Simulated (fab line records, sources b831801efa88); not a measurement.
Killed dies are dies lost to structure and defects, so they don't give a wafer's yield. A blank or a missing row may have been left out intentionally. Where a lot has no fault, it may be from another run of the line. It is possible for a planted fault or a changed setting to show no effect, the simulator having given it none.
A struck lot beside a sound one | flow sky130 | 22 steps out of a route of 708
Sound: these wafers, L566.3, L566.4, L566.5. Struck: wafer L571.4; the same lot's L571.2 was not struck, so it is left out; see the end for the cause.
Each step with rows lists, per side, the tool, then ch with its chambers, then its first start. Under that, the readings that differ: sound wafers | struck wafers | difference of the means | sigmas: that difference in standard deviations of wafers without a fault.
alike: readings whose means differ by less than 2 such deviations, and words and numbers that are the same on both sides. not compared: withheld readings, readings that some wafer has no value for, bounds like >300 that may hide the same value, and numbers for which the record gives no deviation and whose values overlap.
Wherever a step has rows on one side only, a row that says differs or no value, or a row with sigmas, the two part there. Numbers that have no deviation but don't overlap get no sigmas and don't part them. A reading that every wafer of one side lacks parts them only if that side has two wafers or more.

first, 1 step without rows for these wafers: SKY_METAL4_SPUTTER_00 (material Ti, target thk 15 nm, time 10 s).
SKY_METAL4_SPUTTER_01: material TiN, target thk 20 nm, time 16.7 s.
  sound: pvd_sputter-02 at day 41 02:32; struck: pvd_sputter-04 at day 42 13:05
  alike: throttle_valve_pct
SKY_METAL4_SPUTTER_02: material AlCu, target thk 735 nm, time 39.1 s.
  sound: pvd_sputter-02 at day 41 02:34; struck: pvd_sputter-04 at day 42 13:07
  alike: throttle_valve_pct
then, 1 step without rows for these wafers: SKY_METAL4_SPUTTER_03 (material Ti, target thk 5 nm, time 3.3 s).
SKY_METAL4_SPUTTER_04: material TiN, target thk 70 nm, time 58.3 s.
  sound: pvd_sputter-02 at day 41 02:38; struck: pvd_sputter-04 at day 42 13:11
  alike: throttle_valve_pct
SKY_CAP2M_CVD_00: deposits SiO2, target thk 15.5 nm.
  sound on pecvd-01 ch 0,1, day 41 02:41; struck on pecvd-02 ch 0, day 42 13:14
  reading            | sound       | struck | difference | sigmas
  heater_power_w (W) | 760 718 752 | 545    | -198       | -2
SKY_CAP2M_THK_MEAS_01:
  sound: film_metro-01 at day 41 02:43; struck: film_metro-01 at day 42 13:16
  alike: CAP2M_CVD_00_THK
SKY_CAP2M_SPUTTER_02: material TiN, target thk 200 nm, time 166.7 s.
  sound: pvd_sputter-04 at day 41 02:46; struck: pvd_sputter-01 at day 42 13:19
  alike: throttle_valve_pct
SKY_CAP2M_RS_MEAS_03: a four-point-probe measurement.
  sound: film_metro-04 at day 41 02:55; struck: film_metro-04 at day 42 13:26
  alike: CAP2M_TIN_RS
SKY_CAP2M_THK_MEAS_04: measures by xrf.
  sound: film_metro-04 at day 41 03:01; struck: film_metro-04 at day 42 13:33
  alike: CAP2M_TIN_THK
then, 2 steps without rows for these wafers: SKY_CAP2M_DEHYDRATE_05 (time 60 s); SKY_CAP2M_HMDS_06 (prime time 60 s).
SKY_CAP2M_COAT_07: resist thk 1140 nm.
  sound on litho_track-03 ch 0, day 41 14:06; struck on litho_track-03 ch 0, day 43 00:55
  reading                                    | sound          | struck | difference | sigmas
  model.NOVOLAK_of_CAP2M_COAT_07.thk_nm (nm) | 1137 1136 1135 | 1074   | -62        |
then, 4 steps without rows for these wafers: SKY_CAP2M_SOFTBAKE_08 (time 60 s); SKY_CAP2M_EXPOSE_09 (exposes mask CAP2M, target cd 1000 nm); SKY_CAP2M_PEB_10; SKY_CAP2M_DEVELOP_11 (develop time 60 s).
SKY_CAP2M_OVL_MEAS_12:
  sound: overlay-02 at day 42 03:10; struck: overlay-01 at day 43 12:34
  alike: CAP2M_OVL
SKY_CAP2M_METAL_ETCH_13: etches TiN in Cl2/BCl3, stops on SiO2, target depth 220 nm, time 62.9 s.
  sound on rie_metal-04 ch 0,1, day 42 03:13; struck on rie_metal-03 ch 1, day 43 12:35
  reading                                    | sound             | struck | difference | sigmas
  drypump_motor_current_A (A)                | 5.1 5.8 5.8       | 6.5    | +0.9       | +2
  model.NOVOLAK_of_CAP2M_COAT_07.thk_nm (nm) | 985.9 984.8 982.5 | 926.9  | -57.5      |
  model.CAP2M.cd_nm (nm)                     | 1001 1000 999     | 992.3  | -7.7       |
  alike: oes_product_au, throttle_valve_pct
  not compared: rf_hours_counter_h
SKY_CAP2M_STRIP_14: strips in O2/N2.
  sound on plasma_asher-03 ch 0,1, day 42 03:19; struck on plasma_asher-03 ch 0, day 43 12:40
  reading                      | sound             | struck | difference | sigmas
  strip_time_to_endpoint_s (s) | 12.58 12.55 12.51 | 11.89  | -0.66      | -13
  alike: drypump_motor_current_A, oes_product_au
  not compared: rf_hours_counter_h
then, 2 steps without rows for these wafers: SKY_CAP2M_STRIP_15 (strips in post etch residue remover, time 1200 s); SKY_PAD_OPEN_PROBE_99.

WHERE THEY PART
First at SKY_CAP2M_CVD_00; last, within this record, at SKY_CAP2M_STRIP_14.

WHY: whatever the simulator had introduced
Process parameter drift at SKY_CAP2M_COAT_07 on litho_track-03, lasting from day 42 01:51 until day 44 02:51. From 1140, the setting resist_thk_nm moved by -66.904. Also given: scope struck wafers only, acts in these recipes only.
